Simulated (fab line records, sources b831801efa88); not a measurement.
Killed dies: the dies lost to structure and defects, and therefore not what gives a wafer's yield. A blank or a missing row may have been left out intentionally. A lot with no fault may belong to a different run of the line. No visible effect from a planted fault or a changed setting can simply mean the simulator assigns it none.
fab line records ; flow sfq_line
record: lots: 13; wafers: 39; last_day: 91
route steps=325 shown I0@53 I2@114 R5@215
lots with no fault: from the same line, run without faults
start_h: the number of hours between the record's first day and the start of the first shown wafer of the lot ; wait_h: hours since the lot's step before ; " the same as in the row above ; L1.1+2: one row covering several wafers at once ; - no value, or no start given ; * or withheld: withheld ; < > ~ a bound
route shown NAME@n: NAME is a module with steps in the file, n the number in the route of the first one ; usual: average and standard deviation across the fault-free wafers ; same: alike in all rows ; chamber/n: place in a boat ; sites: each site's reading ; _std_site: the standard deviation of these ; _edge_site: outer sites' mean less inner sites' ; radius_mm: for every site, how far away it sits from the centre of the wafer ; mask NAME#n: copy n ; behind: the most recent tool/chamber to have shaped the wafer ; hold: why the lot went on hold/how many hours it stayed there/how the hold came to an end ; device: the transistor (n, p or np) that didn't switch ; end of line: tests of these same wafers at the route's end ; step lacking rows: just its recipe ; killed: the dies lost at the first sort to structure and to defects; this is not the yield of the wafer ; map: dies across one wafer; x = killed, . = not, _ = none there
set.NAME: setting as actually run; set.NAME@STEP: the setting as run at that earlier step ; model.NAME: the simulator's own value behind a step, which no gauge read
the route's steps for a sample of lots (tables are steps, rows are wafers)
services: when a tool's chamber went out of use (start_h, in hours from the record's first day, below 0 if earlier), for how many hours, and the reason
== steps ==
step: SFQ_I0_OVL_MEAS_908
usual: I0_OVL: -1/4.7
lot.wafer;tool;chamber;start_h;wait_h;I0_OVL[nm]
L860.4;overlay-01;-;364.40;0.1;5
L860.5;overlay-01;-;364.40;0.1;7
L860.6;overlay-01;-;364.40;0.1;3
L861.1;overlay-01;-;376.38;0.1;-1
L861.4;overlay-01;-;376.38;0.1;7
L861.6;overlay-01;-;376.38;0.1;9
L862.4;overlay-02;-;381.20;0.1;7
L862.5;overlay-02;-;381.20;0.1;3
L862.6;overlay-02;-;381.20;0.1;6
L863.1;overlay-01;-;391.98;0.1;5
L863.2;overlay-01;-;391.98;0.1;-3
L863.4;overlay-01;-;391.98;0.1;-2
L864.3;overlay-01;-;410.00;0.1;-6
L864.5;overlay-01;-;410.00;0.1;-4
L864.6;overlay-01;-;410.00;0.1;5
L866.1;overlay-01;-;434.11;0.1;-6
L866.3;overlay-01;-;434.11;0.1;3
L866.6;overlay-01;-;434.11;0.1;-10
L867.1;overlay-02;-;447.31;0.1;-4
L867.4;overlay-02;-;447.31;0.1;-4
L867.5;overlay-02;-;447.31;0.1;2
L868.3;overlay-02;-;450.92;0.1;-4
L868.5;overlay-02;-;450.92;0.1;-4
L868.6;overlay-02;-;450.92;0.1;-6
L871.3;overlay-02;-;465.61;0.1;4
L871.5;overlay-02;-;465.61;0.1;-1
L871.6;overlay-02;-;465.61;0.1;-3
L872.3;overlay-01;-;475.21;0.1;-2
L872.4;overlay-01;-;475.21;0.1;-5
L872.6;overlay-01;-;475.21;0.1;-7
L873.2;overlay-01;-;478.81;0.1;0
L873.3;overlay-01;-;478.81;0.1;-1
L873.4;overlay-01;-;478.81;0.1;1
L874.1;overlay-02;-;481.33;0.1;-3
L874.5;overlay-02;-;481.33;0.1;-6
L874.6;overlay-02;-;481.33;0.1;-13
L882.2;overlay-01;-;600.62;0.1;7
L882.4;overlay-01;-;600.62;0.1;2
L882.5;overlay-01;-;600.62;0.1;2
step: SFQ_TRILAYER_I0_VIA_BARC_OPEN_VIA_ETCH_046
recipe: mask_material: PR; chemistry: O2; target_depth_nm: 125; target: BARC; source_w: 500; bias_w: 80; pressure_mtorr: 30; time_s: 41.7
usual: drypump_motor_current_A: 5.7/0.35; oes_product_au: 0.685/0.0044; run_length_s: 70.0/0.45
lot.wafer;tool;chamber;start_h;wait_h;drypump_motor_current_A;oes_product_au;rf_hours_counter_h;run_length_s
L860.4;rie_diel-02;2;364.42;0.0;5.9;0.683;3;70.8
L860.5;rie_diel-02;2;364.42;0.0;5.9;0.685;-;70.6
L860.6;rie_diel-02;3;364.42;0.0;6.2;0.686;-;69.8
L861.1;rie_diel-04;0;376.42;0.0;5.4;0.684;11;70.3
L861.4;rie_diel-04;3;376.42;0.0;6.0;0.686;3;69.2
L861.6;rie_diel-04;0;376.42;0.0;5.5;0.681;-;70.2
L862.4;rie_diel-02;2;381.22;0.0;5.9;0.683;3;70.7
L862.5;rie_diel-02;2;381.22;0.0;5.9;0.685;-;70.9
L862.6;rie_diel-02;1;381.22;0.0;5.2;0.678;-;69.8
L863.1;rie_diel-01;2;392.02;0.0;5.5;0.683;21;70.0
L863.2;rie_diel-01;0;392.02;0.0;6.3;0.689;4;69.7
L863.4;rie_diel-01;1;392.02;0.0;5.4;0.688;25;70.3
L864.3;rie_diel-02;2;410.02;0.0;5.9;0.691;3;70.9
L864.5;rie_diel-02;1;410.02;0.0;5.2;0.683;-;69.8
L864.6;rie_diel-02;0;410.02;0.0;5.9;0.689;-;69.6
L866.1;rie_diel-04;3;434.15;0.0;5.9;0.677;4;69.1
L866.3;rie_diel-04;0;434.15;0.0;5.5;0.681;11;70.0
L866.6;rie_diel-04;3;434.15;0.0;5.9;0.690;-;69.1
L867.1;rie_diel-02;3;447.35;0.0;6.2;0.687;38;69.7
L867.4;rie_diel-02;0;447.35;0.0;6.0;0.686;2;69.7
L867.5;rie_diel-02;3;447.35;0.0;6.2;0.682;-;69.9
L868.3;rie_diel-04;3;450.95;0.0;5.9;0.680;4;70.0
L868.5;rie_diel-04;0;450.95;0.0;5.5;0.688;-;70.5
L868.6;rie_diel-04;3;450.95;0.0;6.0;0.686;-;69.4
L871.3;rie_diel-01;3;465.64;0.0;5.4;0.691;7;70.1
L871.5;rie_diel-01;3;465.64;0.0;5.4;0.683;-;70.0
L871.6;rie_diel-01;0;465.64;0.0;6.2;0.689;-;69.9
L872.3;rie_diel-04;3;475.24;0.0;5.9;0.688;4;69.4
L872.4;rie_diel-04;0;475.24;0.0;5.4;0.688;-;70.1
L872.6;rie_diel-04;3;475.24;0.0;5.9;0.689;-;69.3
L873.2;rie_diel-02;2;478.84;0.0;5.9;0.684;4;70.7
L873.3;rie_diel-02;3;478.84;0.0;6.2;0.688;39;70.1
L873.4;rie_diel-02;0;478.84;0.0;6.0;0.679;3;69.5
L874.1;rie_diel-04;2;481.36;0.0;5.4;0.684;72;70.0
L874.5;rie_diel-04;3;481.36;0.0;5.9;0.689;-;69.3
L874.6;rie_diel-04;0;481.36;0.0;5.5;0.686;-;70.5
L882.2;rie_diel-04;3;600.65;0.0;5.9;0.692;6;69.9
L882.4;rie_diel-04;0;600.65;0.0;5.4;0.683;14;70.5
L882.5;rie_diel-04;1;600.65;0.0;6.2;0.682;-;70.5
step: SFQ_TRILAYER_I2_VIA_BARC_OPEN_VIA_ETCH_096
recipe: mask_material: PR; chemistry: O2; target_depth_nm: 125; target: BARC; source_w: 500; bias_w: 80; pressure_mtorr: 30; time_s: 41.7
usual: drypump_motor_current_A: 5.7/0.41; oes_product_au: 0.685/0.0052; run_length_s: 70.1/0.55
lot.wafer;tool;chamber;start_h;wait_h;drypump_motor_current_A;oes_product_au;rf_hours_counter_h;run_length_s
L860.4;rie_diel-02;2;948.72;0.0;5.9;0.678;10;70.8
L860.5;rie_diel-02;2;948.72;0.0;5.9;0.696;-;70.7
L860.6;rie_diel-02;3;948.72;0.0;6.2;0.689;-;69.7
L861.1;rie_diel-03;0;958.32;0.0;5.5;0.680;6;69.3
L861.4;rie_diel-03;1;958.32;0.0;5.6;0.693;15;70.9
L861.6;rie_diel-03;0;958.32;0.0;5.6;0.680;-;69.1
L862.4;rie_diel-02;0;965.52;0.0;5.9;0.689;10;69.7
L862.5;rie_diel-02;3;965.52;0.0;6.2;0.684;-;69.7
L862.6;rie_diel-02;2;965.52;0.0;5.9;0.676;-;71.0
L863.1;rie_diel-03;0;970.32;0.0;5.6;0.688;6;69.6
L863.2;rie_diel-03;1;970.32;0.0;5.6;0.691;15;70.8
L863.4;rie_diel-03;1;970.32;0.0;5.6;0.679;-;70.7
L864.3;rie_diel-02;0;989.52;0.0;5.9;0.682;10;69.6
L864.5;rie_diel-02;1;989.52;0.0;5.2;0.687;-;70.2
L864.6;rie_diel-02;2;989.52;0.0;5.9;0.695;-;70.6
L866.1;rie_diel-02;1;1028.72;0.0;5.2;0.683;6;70.0
L866.3;rie_diel-02;3;1028.72;0.0;6.2;0.688;3;70.0
L866.6;rie_diel-02;3;1028.72;0.0;6.2;0.692;-;69.8
L867.1;rie_diel-04;1;1031.12;0.0;6.2;0.685;8;70.5
L867.4;rie_diel-04;3;1031.12;0.0;5.9;0.679;13;69.2
L867.5;rie_diel-04;3;1031.12;0.0;5.9;0.676;-;69.8
L868.3;rie_diel-02;3;1035.92;0.0;6.2;0.680;3;70.1
L868.5;rie_diel-02;0;1035.92;0.0;5.9;0.684;-;69.5
L868.6;rie_diel-02;1;1035.92;0.0;5.2;0.685;-;70.1
L871.3;rie_diel-04;2;1051.52;0.0;5.4;0.694;6;69.7
L871.5;rie_diel-04;3;1051.52;0.0;5.9;0.681;-;69.3
L871.6;rie_diel-04;2;1051.52;0.0;5.4;0.691;-;69.9
L872.3;rie_diel-04;1;1069.52;0.0;6.2;0.679;9;70.3
L872.4;rie_diel-04;3;1069.52;0.0;5.9;0.685;14;69.7
L872.6;rie_diel-04;1;1069.52;0.0;6.2;0.677;-;71.1
L873.2;rie_diel-02;0;1076.72;0.0;5.9;0.680;11;69.5
L873.3;rie_diel-02;2;1076.72;0.0;5.9;0.687;12;70.8
L873.4;rie_diel-02;3;1076.72;0.0;6.2;0.688;3;69.8
L874.1;rie_diel-04;3;1079.12;0.0;5.9;0.690;14;69.2
L874.5;rie_diel-04;1;1079.12;0.0;6.2;0.683;-;70.2
L874.6;rie_diel-04;0;1079.12;0.0;5.5;0.684;-;70.1
L882.2;rie_diel-02;2;1206.94;0.0;5.9;0.686;14;70.6
L882.4;rie_diel-02;0;1206.94;0.0;5.9;0.651;-;74.5
L882.5;rie_diel-02;2;1206.94;0.0;5.9;0.684;-;70.6
step: SFQ_R5_RS_MEAS_933
recipe: thk_meas_gauge: four-point-probe; reads: Ti_of_TRILAYER_R5_DEP_SPUTTER_134+MoNx_of_TRILAYER_R5_DEP_SPUTTER_133+Ti_of_TRILAYER_R5_DEP_SPUTTER_132
usual: R5_MONX_RS: 7.05/0.063
lot.wafer;tool;chamber;start_h;wait_h;R5_MONX_RS[ohm/sq]
L860.4;film_metro-04;-;1539.57;0.1;7.11
L860.5;film_metro-04;-;1539.57;0.1;7.14
L860.6;film_metro-04;-;1539.57;0.1;7.12
L861.1;film_metro-03;-;1542.51;0.0;7.02
L861.4;film_metro-03;-;1542.51;0.0;7.04
L861.6;film_metro-03;-;1542.51;0.0;7.03
L862.4;film_metro-03;-;1551.63;0.1;7.11
L862.5;film_metro-03;-;1551.63;0.1;7.11
L862.6;film_metro-03;-;1551.63;0.1;7.05
L863.1;film_metro-01;-;1563.51;0.0;6.95
L863.2;film_metro-01;-;1563.51;0.0;6.98
L863.4;film_metro-01;-;1563.51;0.0;6.90
L864.3;film_metro-01;-;1575.55;0.0;7.10
L864.5;film_metro-01;-;1575.55;0.0;7.05
L864.6;film_metro-01;-;1575.55;0.0;7.14
L866.1;film_metro-04;-;1605.51;0.0;6.98
L866.3;film_metro-04;-;1605.51;0.0;7.07
L866.6;film_metro-04;-;1605.51;0.0;7.02
L867.1;film_metro-01;-;1605.80;0.0;7.04
L867.4;film_metro-01;-;1605.80;0.0;7.05
L867.5;film_metro-01;-;1605.80;0.0;7.09
L868.3;film_metro-01;-;1608.55;0.0;7.14
L868.5;film_metro-01;-;1608.55;0.0;7.13
L868.6;film_metro-01;-;1608.55;0.0;7.22
L871.3;film_metro-03;-;1621.55;0.0;6.96
L871.5;film_metro-03;-;1621.55;0.0;6.95
L871.6;film_metro-03;-;1621.55;0.0;6.96
L872.3;film_metro-03;-;1623.59;0.0;6.97
L872.4;film_metro-03;-;1623.59;0.0;7.06
L872.6;film_metro-03;-;1623.59;0.0;6.99
L873.2;film_metro-03;-;1626.57;0.0;7.03
L873.3;film_metro-03;-;1626.57;0.0;7.07
L873.4;film_metro-03;-;1626.57;0.0;7.02
L874.1;film_metro-04;-;1627.51;0.0;6.99
L874.5;film_metro-04;-;1627.51;0.0;7.00
L874.6;film_metro-04;-;1627.51;0.0;6.98
L882.2;film_metro-01;-;1680.77;0.0;7.05
L882.4;film_metro-01;-;1680.77;0.0;7.11
L882.5;film_metro-01;-;1680.77;0.0;7.07
== services ==
tool;chamber;start_h;hours;kind
rie_diel-02;3;348.25;4.5;repair
rie_diel-04;-;351.66;14.6;pm
rie_diel-04;0;372.87;1.3;repair
rie_diel-02;2;377.01;2.3;repair
rie_diel-04;-;408.88;2.8;pm
rie_diel-02;-;413.39;15.6;pm
rie_diel-04;2;435.86;2.8;repair
rie_diel-02;1;436.02;3.8;repair
rie_diel-02;3;451.22;5.3;repair
rie_diel-04;1;458.96;11.8;repair
rie_diel-02;-;468.26;1.0;repair
rie_diel-02;2;510.30;11.8;repair
rie_diel-02;-;520.32;1.9;repair
rie_diel-02;2;607.95;4.6;repair
rie_diel-02;1;635.32;1.9;repair
rie_diel-02;1;678.04;14.8;repair
rie_diel-02;2;692.82;3.2;repair
rie_diel-02;3;700.74;8.5;repair
rie_diel-02;0;814.74;10.0;repair
rie_diel-02;0;881.29;5.5;repair
rie_diel-02;1;1098.04;6.2;repair
rie_diel-02;3;1115.20;6.7;repair
rie_diel-02;-;1138.16;2.8;pm
rie_diel-02;3;1206.45;7.7;repair
== key ==
first_sign: step: SFQ_TRILAYER_I2_VIA_BARC_OPEN_VIA_ETCH_096; reading: run_length_s; direction: up; sigmas: 8; usual: *; struck: *
effect: step: SFQ_TRILAYER_I2_VIA_BARC_OPEN_VIA_ETCH_096; reading: oes_product_au; direction: down; sigmas: 6.6; usual: 0.685; struck: 0.651
met_at SFQ_TRILAYER_I2_VIA_BARC_OPEN_VIA_ETCH_096
struck_lots L882
struck_wafers L882.4
not_acting_at SFQ_I0_OVL_MEAS_908,SFQ_TRILAYER_I0_VIA_BARC_OPEN_VIA_ETCH_046,SFQ_R5_RS_MEAS_933
onset_between 1076.72 1206.94
fault: kind: process_parameter_drift; tool: rie_diel-02; chamber: 0; onset_h: 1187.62; steps: SFQ_TRILAYER_I2_VIA_BARC_OPEN_VIA_ETCH_096; channel: time_s; offset: *; shape: step; end_h: 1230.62; acts_in: *; stated: *
